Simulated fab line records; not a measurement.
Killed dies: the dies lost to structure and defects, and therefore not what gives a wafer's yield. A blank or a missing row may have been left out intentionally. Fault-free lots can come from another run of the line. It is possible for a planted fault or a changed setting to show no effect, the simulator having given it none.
What tool caused it? | flow sky130 | Sampling: 10 lots, 30 wafers, 5 of 708 route steps

WHAT THE GAUGES SHOWED, per wafer
SKY_LI_CONTACT_THK_MEAS_01. Usual: LI_CONTACT_HDPCVD_THK gives 931 nm (standard deviation 10).
lot  | measured     | on            | LI_CONTACT_HDPCVD_THK (nm) | flag
L840 | day 28 03:43 | film-metro-03 | 926 926 930                |
L843 | day 29 18:23 | film-metro-03 | 927 935 943                |
L845 | day 30 04:45 | film-metro-02 | 915 937 918                |
L846 | day 30 05:29 | film-metro-03 | 922 919 930                |
L847 | day 30 13:40 | film-metro-03 | 949 946 944                |
L850 | day 31 13:43 | film-metro-03 | 924 936 927                |
L851 | day 31 19:03 | film-metro-03 | 919 918 924                |
L853 | day 32 13:59 | film-metro-04 | 933 910 940                |
L854 | day 32 17:07 | film-metro-04 | 929 919 919                |
L859 | day 34 13:25 | film-metro-02 | 924 938 936                |

SKY_LOCAL_INTERCONNECT_RS_MEAS_01: measurement is done with a four-point probe. Usual: LOCAL_INTERCONNECT_TIN_RS gives 14.08 ohm/sq (standard deviation 0.17).
lot  | measured     | on            | LOCAL_INTERCONNECT_TIN_RS (ohm/sq) | flag
L840 | day 29 09:46 | film-metro-03 | 14.10 14.15 13.98                  |
L843 | day 30 23:59 | film-metro-02 | 13.95 13.76 13.98                  |
L845 | day 31 10:34 | film-metro-03 | 14.25 14.01 14.21                  |
L846 | day 31 12:02 | film-metro-01 | 14.03 13.97 14.22                  |
L847 | day 31 19:27 | film-metro-01 | 14.35 14.37 14.17                  |
L850 | day 32 18:48 | film-metro-03 | 13.92 13.85 13.92                  |
L851 | day 32 23:34 | film-metro-01 | 14.16 13.99 14.20                  |
L853 | day 33 17:56 | film-metro-01 | 14.11 14.19 13.91                  |
L854 | day 33 22:25 | film-metro-03 | 14.02 14.07 13.82                  |
L859 | day 35 16:43 | film-metro-03 | 12.16 14.23 14.05                  | OFF

SKY_LOCAL_INTERCONNECT_THK_MEAS_02: measures by xrf. Usual: LOCAL_INTERCONNECT_TIN_THK gives 99.1 nm (standard deviation 1.2).
lot  | measured     | on            | LOCAL_INTERCONNECT_TIN_THK (nm) | flag
L840 | day 29 09:53 | film-metro-03 | 99.0 99.2 100.0                 |
L843 | day 31 00:06 | film-metro-02 | 99.5 101.1 99.7                 |
L845 | day 31 10:41 | film-metro-03 | 98.7 100.7 99.2                 |
L846 | day 31 12:08 | film-metro-01 | 99.4 99.7 97.7                  |
L847 | day 31 19:34 | film-metro-01 | 97.2 97.0 98.0                  |
L850 | day 32 18:54 | film-metro-03 | 100.2 100.6 100.0               |
L851 | day 32 23:41 | film-metro-01 | 98.6 99.6 98.5                  |
L853 | day 33 18:01 | film-metro-01 | 98.5 98.3 100.3                 |
L854 | day 33 22:32 | film-metro-03 | 100.0 100.0 101.4               |
L859 | day 35 16:50 | film-metro-03 | 113.7 98.1 99.4                 | OFF

EACH LOT AND THE TOOL THAT RAN IT (in order: tool; ch and the chambers of the sampled wafers; start)
lot  | SKY_LI_CONTACT_SPUTTER_19    | SKY_LOCAL_INTERCONNECT_SPUTTER_00
L840 | pvd-sputter-03, day 29 08:56 | pvd-sputter-04, day 29 09:41
L843 | pvd-sputter-02, day 30 23:10 | pvd-sputter-04, day 30 23:55
L845 | pvd-sputter-01, day 31 09:46 | pvd-sputter-01, day 31 10:30
L846 | pvd-sputter-02, day 31 11:13 | pvd-sputter-01, day 31 11:57
L847 | pvd-sputter-02, day 31 18:37 | pvd-sputter-01, day 31 19:22
L850 | pvd-sputter-02, day 32 17:58 | pvd-sputter-01, day 32 18:42
L851 | pvd-sputter-02, day 32 22:46 | pvd-sputter-02, day 32 23:30
L853 | pvd-sputter-02, day 33 17:04 | pvd-sputter-04, day 33 17:48
L854 | pvd-sputter-01, day 33 21:35 | pvd-sputter-04, day 33 22:20
L859 | pvd-sputter-02, day 35 15:55 | pvd-sputter-04, day 35 16:39
- SKY_LI_CONTACT_SPUTTER_19: material Ti, target thk 20 nm, time 106.37 s.
- SKY_LOCAL_INTERCONNECT_SPUTTER_00: material TiN, target thk 100 nm, time 83.3 s.

AS READ BY THE TOOLS THEMSELVES (means over the sampled wafers that have a number; for cases with no such wafer, the mark the record gives instead)
SKY_LI_CONTACT_SPUTTER_19. Usual: substrate-temp-c 200.02 C, standard deviation 0.18; throttle-valve-pct 30.4 %, standard deviation 0.72.
lot  | tool           | substrate-temp-c (C) | throttle-valve-pct (%) | flag
L840 | pvd-sputter-03 | 199.99               | 30.7                   |
L843 | pvd-sputter-02 | 200.11               | 30.5                   |
L845 | pvd-sputter-01 | 199.81               | 30.3                   |
L846 | pvd-sputter-02 | 199.95               | 30.3                   |
L847 | pvd-sputter-02 | 200.00               | 30.5                   |
L850 | pvd-sputter-02 | 200.12               | 30.9                   |
L851 | pvd-sputter-02 | 199.91               | 29.7                   |
L853 | pvd-sputter-02 | 200.05               | 30.1                   |
L854 | pvd-sputter-01 | 200.02               | 30.1                   |
L859 | pvd-sputter-02 | 199.85               | 30.8                   |

SKY_LOCAL_INTERCONNECT_SPUTTER_00. Usual: substrate-temp-c 299.99 C, standard deviation 0.2; throttle-valve-pct 30.5 %, standard deviation 0.88.
lot  | tool           | substrate-temp-c (C) | throttle-valve-pct (%) | flag
L840 | pvd-sputter-04 | 299.96               | 29.9                   |
L843 | pvd-sputter-04 | 299.98               | 30.8                   |
L845 | pvd-sputter-01 | 300.13               | 30.6                   |
L846 | pvd-sputter-01 | 299.96               | 30.2                   |
L847 | pvd-sputter-01 | 300.02               | 30.8                   |
L850 | pvd-sputter-01 | 299.83               | 30.3                   |
L851 | pvd-sputter-02 | 300.17               | 29.9                   |
L853 | pvd-sputter-04 | 299.89               | 30.6                   |
L854 | pvd-sputter-04 | 300.11               | 30.3                   |
L859 | pvd-sputter-04 | 299.98               | 30.2                   |

THE ANSWER, worked out from the rows above alone
Rule: lot off if the mean of its wafers having a number is beyond 3 standard deviations from the usual mean. Also off: a lot with no number at a reading for which 4 or more lots have one. The other lots that the step has rows for count as sound. Order of review: gauges by route order, followed by the tools' own readings, for which a lot's mean as printed above is used. The first step at which some lot is off is used, and at that step the reading that is off furthest; a lot without a number counts as furthest.
Off: L859, seen at SKY_LOCAL_INTERCONNECT_RS_MEAS_01 (LOCAL_INTERCONNECT_TIN_RS).
A tool fits if, at a process step before that reading, it ran every lot that is off, and no sound lot after the first of them. The gauges at SKY_LOCAL_INTERCONNECT_RS_MEAS_01 are tried like those tools. Can't be told from this: 3 tools fit, pvd-sputter-02 at SKY_LI_CONTACT_SPUTTER_19, pvd-sputter-04 at SKY_LOCAL_INTERCONNECT_SPUTTER_00, film-metro-03 at SKY_LOCAL_INTERCONNECT_RS_MEAS_01.

WHAT THE SIMULATOR HAD PUT IN
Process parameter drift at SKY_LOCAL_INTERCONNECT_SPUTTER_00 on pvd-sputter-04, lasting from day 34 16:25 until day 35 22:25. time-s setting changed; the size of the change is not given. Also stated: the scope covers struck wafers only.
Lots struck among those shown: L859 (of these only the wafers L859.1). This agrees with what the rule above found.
